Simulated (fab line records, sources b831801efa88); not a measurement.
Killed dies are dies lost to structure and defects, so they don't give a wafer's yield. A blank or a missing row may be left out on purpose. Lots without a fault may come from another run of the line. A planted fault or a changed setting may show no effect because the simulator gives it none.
fab line records | flow gf180mcu | part 2 of 2: steps 29 to 41 of 41
record lots=5 wafers=15 last_day=34
route steps=602 shown DUAL_GATE@143 POLY_GATE@157 HV_LDD@176
lots that met no fault: from a run of the same line without faults
start_h: hours from the record's first day to the start of the lot's first wafer shown | wait_h: hours since the lot's step before | " the same as in the row above | L1.1+2: a row that stands for several wafers | - no value, or no start given | * or withheld: withheld | < > ~ a bound
route shown NAME@n: a module of which the file shows steps, and the number in the route of the first | usual: mean/standard deviation of fault-free wafers | same: alike in all rows | chamber/n: place in a boat | sites: the reading at each site | _std_site: their standard deviation | _edge_site: outer sites' mean less inner sites' | radius_mm: how far each site lies from the wafer's centre | mask NAME#n: copy n | behind: the tool/chamber that last shaped the wafer | hold: why the lot was held/for how many hours/how that ended | device: the transistor (n, p or np) that didn't switch | end of line: the same wafers' tests at the end of the route | a step without rows: its recipe alone | killed: dies lost to structure and defects at the first sort, not the wafer's yield | map: a wafer's dies, x killed, . not, _ none there
set.NAME: the setting as run; set.NAME@STEP: as run at that earlier step | model.NAME: the simulator's own value behind a step, which no gauge read
lots at some steps of the route; a table a step, a row a wafer
services: from which hour (start_h, from the record's first day; less than 0 if before it) a tool's chamber was out of use, for how many hours, and why
## steps
# step GF_POLY_GATE_STRIP_14
# recipe chemistry=O2/N2 power_w=1400 pressure_mtorr=1500 platen_temp_c=250 o2_flow_sccm=3000 n2_flow_sccm=300 overash_fraction=0.5
# usual chamber_pressure_mTorr=1500.0/1.3 drypump_motor_current_A=5.9/0.34 heater_power_w=348/20 oes_product_au=0.505/0.0042
# columns lot.wafer tool chamber start_h wait_h chamber_pressure_mTorr drypump_motor_current_A heater_power_w oes_product_au rf_hours_counter_h
L079.3 plasma_asher-02 0 232.79 0.1 1501.0 5.7 352 0.508 -
L079.5 " 0 " " 1500.2 5.7 350 0.508 -
L079.6 " 1 " " 1499.7 6.0 360 0.506 -
L080.2 plasma_asher-01 1 240.27 0.0 1498.0 6.6 309 0.503 58
L080.4 " 1 " " 1500.7 6.6 314 0.502 -
L080.5 " 1 " " 1499.9 6.6 317 0.509 -
L091.2 plasma_asher-02 0 320.71 0.0 1501.0 5.7 343 0.503 65
L091.4 " 1 " " 1502.6 6.0 351 0.502 -
L091.6 " 1 " " 1499.5 6.0 351 0.507 -
L092.2 plasma_asher-04 1 325.10 0.0 1498.7 5.8 324 0.500 20
L092.3 " 0 " " 1496.7 6.0 362 0.504 -
L092.5 " 0 " " 1500.4 6.0 367 0.503 -
L097.3 plasma_asher-01 0 362.35 0.1 1500.4 5.5 370 0.512 -
L097.4 " 1 " " 1500.9 6.6 306 0.503 -
L097.5 " 1 " " 1499.4 6.6 314 0.508 -
# step GF_POLY_GATE_CLEAN_15
# recipe chemistry=SC1/SC2 mix=1:4:20 temp_c=70 time_s=150 dry=n2_spin
# usual bath_guard_temp_C=69.9/0.56 bath_heat_duty_pct=14.1/1.4
# columns lot.wafer tool chamber start_h wait_h bath_guard_temp_C bath_heat_duty_pct
L079.3 wet_bench-01 3 232.86 0.0 71.1 13.4
L079.5 " 3 " " 71.6 14.5
L079.6 " 3 " " 70.9 14.5
L080.2 wet_bench-01 2 240.37 0.1 69.8 16.0
L080.4 " 2 " " 70.0 15.3
L080.5 " 2 " " 70.4 14.9
L091.2 wet_bench-04 3 320.81 0.1 69.5 13.8
L091.4 " 3 " " 69.4 13.0
L091.6 " 3 " " 69.3 12.8
L092.2 wet_bench-04 0 325.20 0.1 69.2 16.3
L092.3 " 0 " " 69.4 15.4
L092.5 " 0 " " 69.3 14.8
L097.3 wet_bench-04 3 362.42 0.0 69.5 12.9
L097.4 " 3 " " 69.3 13.4
L097.5 " 3 " " 69.4 12.6
# step GF_POLY_GATE_OXIDATION_16
# recipe temp_c=850 ambient=O2 stabilise_s=600 purge_s=300 target_thk_a=40 ox_time_s=899
# usual spike_tc_bottom_C=869.5/1.4 spike_tc_lower_C=850.4/1.9
# columns lot.wafer tool chamber start_h wait_h spike_tc_bottom_C spike_tc_lower_C
L079.3 furnace-01 0 232.91 0.0 868.6 852.3
L079.5 " 0 " " 869.2 851.2
L079.6 " 0 " " 869.0 851.1
L080.2 furnace-01 0 242.65 2.2 870.2 851.7
L080.4 " 0 " " 868.2 850.8
L080.5 " 0 " " 869.1 852.1
L091.2 furnace-01 0 321.06 0.2 868.8 852.1
L091.4 " 0 " " 868.5 850.4
L091.6 " 0 " " 867.8 851.7
L092.2 furnace-01 0 325.26 0.0 867.1 851.0
L092.3 " 0 " " 870.0 853.5
L092.5 " 0 " " 867.5 851.0
L097.3 furnace-01 0 362.48 0.0 867.1 852.4
L097.4 " 0 " " 869.8 851.5
L097.5 " 0 " " 868.0 851.3
# step GF_POLY_GATE_THK_MEAS_17
# recipe reads=SiO2_of_POLY_GATE_OXIDATION_16
# usual POLY_GATE_OXIDATION_THK=4.02/0.07
# columns lot.wafer tool chamber start_h wait_h POLY_GATE_OXIDATION_THK[nm]
L079.3 film_metro-01 - 234.18 0.0 4.06
L079.5 " - " " 4.04
L079.6 " - " " 4.03
L080.2 film_metro-03 - 243.91 0.0 4.02
L080.4 " - " " 4.12
L080.5 " - " " 4.13
L091.2 film_metro-03 - 322.32 0.0 4.19
L091.4 " - " " 4.02
L091.6 " - " " 4.04
L092.2 film_metro-04 - 326.52 0.0 4.09
L092.3 " - " " 3.97
L092.5 " - " " 4.07
L097.3 film_metro-04 - 363.75 0.0 4.14
L097.4 " - " " 4.10
L097.5 " - " " 4.09
# step GF_POLY_GATE_CD_MEAS_18
# usual cd_nm=280.4/2
# columns lot.wafer tool chamber start_h wait_h cd_nm
L079.3 cd_sem-02 - 234.28 0.1 280.3
L079.5 " - " " 282.5
L079.6 " - " " 277.3
L080.2 cd_sem-01 - 244.05 0.1 279.4
L080.4 " - " " 279.8
L080.5 " - " " 282.8
L091.2 cd_sem-02 - 322.40 0.1 282.7
L091.4 " - " " 280.9
L091.6 " - " " 280.5
L092.2 cd_sem-02 - 326.59 0.1 279.0
L092.3 " - " " 280.9
L092.5 " - " " 280.1
L097.3 cd_sem-01 - 363.85 0.1 278.6
L097.4 " - " " 279.4
L097.5 " - " " 278.4
# step GF_HV_LDD_DEHYDRATE_00
# recipe temp_c=200 time_s=60
# columns lot.wafer tool chamber start_h wait_h
L079.3+5+6 litho_track-04 0 243.15 8.8
L080.2+4+5 litho_track-01 0 252.62 8.5
L091.2+4+6 litho_track-03 0 332.62 10.2
L092.2+3+5 litho_track-01 0 336.47 9.8
L097.3+4+5 litho_track-01 0 374.65 10.8
# step GF_HV_LDD_HMDS_01
# recipe prime_time_s=60 prime_temp_c=120
# columns lot.wafer tool chamber start_h wait_h
L079.3+5+6 litho_track-04 0 243.30 0.1
L080.2+4+5 litho_track-01 0 252.77 0.1
L091.2+4+6 litho_track-03 0 332.77 0.1
L092.2+3+5 litho_track-01 0 336.62 0.1
L097.3+4+5 litho_track-01 0 374.80 0.1
# step GF_HV_LDD_COAT_02
# recipe resist=NOVOLAK spin_rpm=3000 resist_thk_nm=1000
# columns lot.wafer tool chamber start_h wait_h
L079.3+5+6 litho_track-04 0 243.45 0.1
L080.2+4+5 litho_track-01 0 252.92 0.1
L091.2+4+6 litho_track-03 0 332.92 0.1
L092.2+3+5 litho_track-01 0 336.77 0.1
L097.3+4+5 litho_track-01 0 374.95 0.1
# step GF_HV_LDD_SOFTBAKE_03
# recipe temp_c=90 time_s=60 resist=NOVOLAK
# columns lot.wafer tool chamber start_h wait_h
L079.3+5+6 litho_track-04 0 243.60 0.1
L080.2+4+5 litho_track-01 0 253.07 0.1
L091.2+4+6 litho_track-03 0 333.07 0.1
L092.2+3+5 litho_track-01 0 336.92 0.1
L097.3+4+5 litho_track-01 0 375.10 0.1
# step GF_HV_LDD_EXPOSE_04
# recipe mask_id=Nplus_LV_AREA target_cd_nm=400 na=0.6 source_shape=conventional sigma_outer=0.6 dose_mj=140
# columns lot.wafer tool chamber start_h wait_h mask
L079.3+5+6 iline_stepper-01 0 - - Nplus_LV_AREA#0
L080.2+4+5 iline_stepper-01 0 - - Nplus_LV_AREA#0
L091.2+4+6 iline_stepper-02 0 - - Nplus_LV_AREA#0
L092.2+3+5 iline_stepper-01 0 - - Nplus_LV_AREA#0
L097.3+4+5 iline_stepper-02 0 - - Nplus_LV_AREA#0
# step GF_HV_LDD_PEB_05
# recipe temp_c=withheld time_s=* resist=NOVOLAK
# columns lot.wafer tool chamber start_h wait_h
L079.3+5+6 litho_track-03 0 - -
L080.2+4+5 litho_track-01 0 - -
L091.2+4+6 litho_track-03 0 - -
L092.2+3+5 litho_track-01 0 - -
L097.3+4+5 litho_track-03 0 - -
# step GF_HV_LDD_DEVELOP_06
# recipe develop_time_s=60 dev_temp_c=23
# columns lot.wafer tool chamber start_h wait_h
L079.3+5+6 litho_track-03 0 252.04 0.1
L080.2+4+5 litho_track-01 0 262.87 0.1
L091.2+4+6 litho_track-03 0 343.97 0.1
L092.2+3+5 litho_track-01 0 348.02 0.1
L097.3+4+5 litho_track-03 0 386.44 0.1
# step GF_HV_LDD_CD_MEAS_07
# recipe target_cd_nm=400
# usual cd_nm=400.3/2.3
# columns lot.wafer tool chamber start_h wait_h cd_nm
L079.3 cd_sem-01 - 252.18 0.1 401.8
L079.5 " - " " 400.7
L079.6 " - " " 399.3
L080.2 cd_sem-01 - 263.02 0.1 394.5
L080.4 " - " " 395.6
L080.5 " - " " 396.6
L091.2 cd_sem-01 - 344.11 0.1 402.5
L091.4 " - " " 404.8
L091.6 " - " " 402.2
L092.2 cd_sem-01 - 348.17 0.1 397.6
L092.3 " - " " 404.1
L092.5 " - " " 400.7
L097.3 cd_sem-02 - 386.58 0.1 401.7
L097.4 " - " " 404.3
L097.5 " - " " 404.2
## services
# columns tool chamber start_h hours kind
plasma_asher-04 - 169.65 5.1 repair
krf_scanner-02 - 171.42 0.3 repair
krf_scanner-02 - 171.80 1.3 pm
iline_stepper-02 - 177.13 1.7 pm
furnace-02 - 179.48 3.4 pm
krf_scanner-02 - 201.35 1.3 repair
krf_scanner-02 - 232.65 0.8 pm
furnace-02 - 235.94 2.4 pm
wet_bench-04 - 236.63 4.4 pm
wet_bench-02 - 241.75 4.4 pm
krf_scanner-02 - 251.05 1.0 pm
lpcvd-02 - 272.72 1.1 repair
krf_scanner-02 - 276.90 0.7 repair
lpcvd-02 - 278.73 1.0 repair
rie_si-02 - 293.69 0.4 repair
krf_scanner-02 - 300.61 4.4 pm
plasma_asher-04 - 305.18 1.8 repair
iline_stepper-01 - 305.28 9.0 repair
rie_si-02 - 320.37 2.8 pm
rie_diel-04 - 322.04 0.2 repair
iline_stepper-02 - 340.96 2.1 pm
iline_stepper-01 - 343.08 1.7 pm
furnace-02 - 348.01 4.3 pm
plasma_asher-04 - 359.74 10.6 repair
